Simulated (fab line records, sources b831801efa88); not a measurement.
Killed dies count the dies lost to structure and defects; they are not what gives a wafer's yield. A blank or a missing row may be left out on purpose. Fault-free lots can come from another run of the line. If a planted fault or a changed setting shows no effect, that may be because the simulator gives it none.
Which tool was responsible? ; flow sky130 ; 6 lots with 18 wafers sampled at 3 steps, on a route of 708 steps

WHAT EACH GAUGE READ, for each wafer
SKY_VIA1_THK_MEAS_01.
lot;measured;on;VIA1_HDPCVD_THK (nm)
L362;day 33 10:50;film metro-03;1034 1038 1030
L366;day 35 05:14;film metro-03;1021 1017 1014
L369;day 36 05:33;film metro-04;1020 1031 1004
L374;day 37 19:24;film metro-02;1002 1020 1027
L379;day 38 22:37;film metro-03;1019 1014 1026
L381;day 39 13:41;film metro-03;1039 510 504

EACH LOT AND THE TOOL THAT RAN IT (in order: tool; ch and the chambers of the sampled wafers; start)
lot;SKY_LI_CONTACT_ETCH_15;SKY_VIA1_HDPCVD_00
L362;rie diel-01 ch 0,3, day 29 18:43;hdpcvd-02 ch 0,1,2, day 33 10:43
L366;rie diel-01 ch 0,2, day 31 15:01;hdpcvd-02 ch 0,1, day 35 05:06
L369;rie diel-03 ch 0,2,3, day 32 16:49;hdpcvd-01 ch 0,1,2, day 36 05:26
L374;rie diel-04 ch 1,2, day 34 07:35;hdpcvd-01 ch 0,1, day 37 19:17
L379;rie diel-03 ch 2,3, day 35 12:22;hdpcvd-02 ch 0,1, day 38 22:30
L381;rie diel-01 ch 0,1,2, day 36 06:37;hdpcvd-01 ch 0,2, day 39 13:35
- SKY_LI_CONTACT_ETCH_15: etches PSG in C4F8/O2/Ar, stops on Si, target depth 600 nm.
- SKY_VIA1_HDPCVD_00: deposits SiO2, target thk 1030 nm, time 171.7 s.

THE ANSWER, worked out from the rows above alone
Rule: the usual values come from the lots themselves. Put in order of their means at a reading, lots are off if they are a third of the lots or fewer, leave a main group of 4 or more, and stand apart from it by a gap of 3 or more times the standard deviation of the main group's means; of several such gaps the widest counts. If all means in a main group match to the digits the tables above print for the reading, that group is not used. A lot without any number at a reading at which 4 lots or more have one is off too. All remaining lots with rows at the step are treated as sound.
Off: L381, seen at SKY_VIA1_THK_MEAS_01 (VIA1_HDPCVD_THK). The main group has a mean of 1021 nm with a standard deviation of 6.5.
A tool fits if, at a process step before that reading, it ran every lot that is off, and no sound lot after the first of them. Those tools and the gauges at SKY_VIA1_THK_MEAS_01 are tried in the same way. Can't be told from this: 3 tools fit, rie diel-01 at SKY_LI_CONTACT_ETCH_15, hdpcvd-01 at SKY_VIA1_HDPCVD_00, film metro-03 at SKY_VIA1_THK_MEAS_01.

WHAT WAS PUT IN BY THE SIMULATOR
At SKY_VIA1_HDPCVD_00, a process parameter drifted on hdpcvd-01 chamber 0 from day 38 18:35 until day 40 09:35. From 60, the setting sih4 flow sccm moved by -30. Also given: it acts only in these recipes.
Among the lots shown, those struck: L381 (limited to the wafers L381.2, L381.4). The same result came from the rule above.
